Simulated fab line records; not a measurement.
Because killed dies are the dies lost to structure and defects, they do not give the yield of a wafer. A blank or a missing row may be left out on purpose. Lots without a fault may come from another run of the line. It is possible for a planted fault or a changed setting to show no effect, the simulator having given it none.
Code-filled problem report in 8D (eight disciplines) form	flow sky130	the parts of the form that need people (team, actions taken, sign-off) are left out

1. WHAT WENT WRONG
VIA3_W_RS at SKY_VIA3_RS_MEAS_22 reads a mean of 0.438 ohm/sq on 9 wafers of 3 lots; wafers without a fault read 0.292 ohm/sq with a standard deviation of 0.0049. That puts it +30 standard deviations away from the usual mean.
The step: measures by four-point-probe.
First observed at day 43 18:20: wafer L358.1, on film metro-01. The record has a number at this step for 33 wafers belonging to 11 lots. By rule, "out" or "out of limits" means more than 4 standard deviations away from the usual mean. All remaining wafers that have a number are taken as sound.

2. WHAT THIS IS AND IS NOT
question	is	is not
which readings at this step	VIA3_W_RS	-
which lots	L358, L361, L364	L352, L355, L357, L359, L360, L362, L365, L371
which wafers of those lots	all that have a number	-
read on which gauges	film metro-01, film metro-04	film metro-03
when	from day 43 18:20	up to then (15 sound wafers); but 9 sound wafers of L362, L365, L371 came after

3. THE SUSPECTS, EACH WITH WHAT RULES IT OUT
Counting: a tool stays on the suspect list if, at a process step up to the reading, it processed all lots that are out and no sound lot following the first of them.
- the gauge at SKY_VIA3_RS_MEAS_22 has been ruled out. The wafers that are out were read on 2 gauges (film metro-01, film metro-04).
- pvd sputter-02 at SKY_VIA3_SPUTTER_20 (material TiN, target thk 20 nm, time 80 s): ruled out as a lasting fault. Following L358 (day 43 18:10), the first lot on it that is out, the sound lots L362 were run on it.
- cvd w-02 at SKY_VIA3_CVD_21 (deposits W, target thk 390 nm, time 117.31 s): kept. All lots that are out passed through it, beginning with L358 at day 43 18:13, and no sound lot followed; its final sound lot before that point was L359 at day 43 14:50.
After counting, what remains is cvd w-02 at SKY_VIA3_CVD_21.

4. THE CAUSE (what the simulator had put in)
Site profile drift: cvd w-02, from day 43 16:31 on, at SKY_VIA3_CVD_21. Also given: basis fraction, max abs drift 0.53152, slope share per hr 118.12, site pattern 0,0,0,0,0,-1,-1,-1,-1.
This tool alone remained once counting was done.

5. THE EFFECT CHAIN, in route order
Each row: a reading whose mean over the struck wafers that have a number lies more than 3 standard deviations from the usual. Readings are gone through only where the record gives a usual standard deviation; hours: the median, over the lots, of the time from a lot's start at the first step in this table giving one to that lot's start at this step; sigmas: the change measured in usual standard deviations.
hours	step	reading	usual	on struck wafers	change	sigmas
0	SKY_VIA3_RS_MEAS_22	VIA3_W_RS	0.292 ohm/sq	0.438	+0.146	+30
0	SKY_VIA3_THK_MEAS_23	VIA3_W_THK	387 nm	301	-86	-12
Later measuring or inspecting steps at which every struck wafer that the step has a row for has a number for every such reading, and none has moved that far: SKY_CAP2M_RS_MEAS_03, SKY_CAP2M_THK_MEAS_04.

6. HOW IT WOULD HAVE BEEN CAUGHT EARLIER
2 hours passed between the start of the fault at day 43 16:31 and the first reading out of limits at a measuring or inspecting step in this record, taken at day 43 18:20.
Of the tool readings at SKY_VIA3_CVD_21 for which the record gives a usual standard deviation, none was out on any struck wafer, so an alarm limit of 4 standard deviations on them would not have fired.
Of the lots that are out (3), L361, L364 began SKY_VIA3_CVD_21 on cvd w-02 after day 43 18:20. A hold on the tool at that time would have spared those 2.
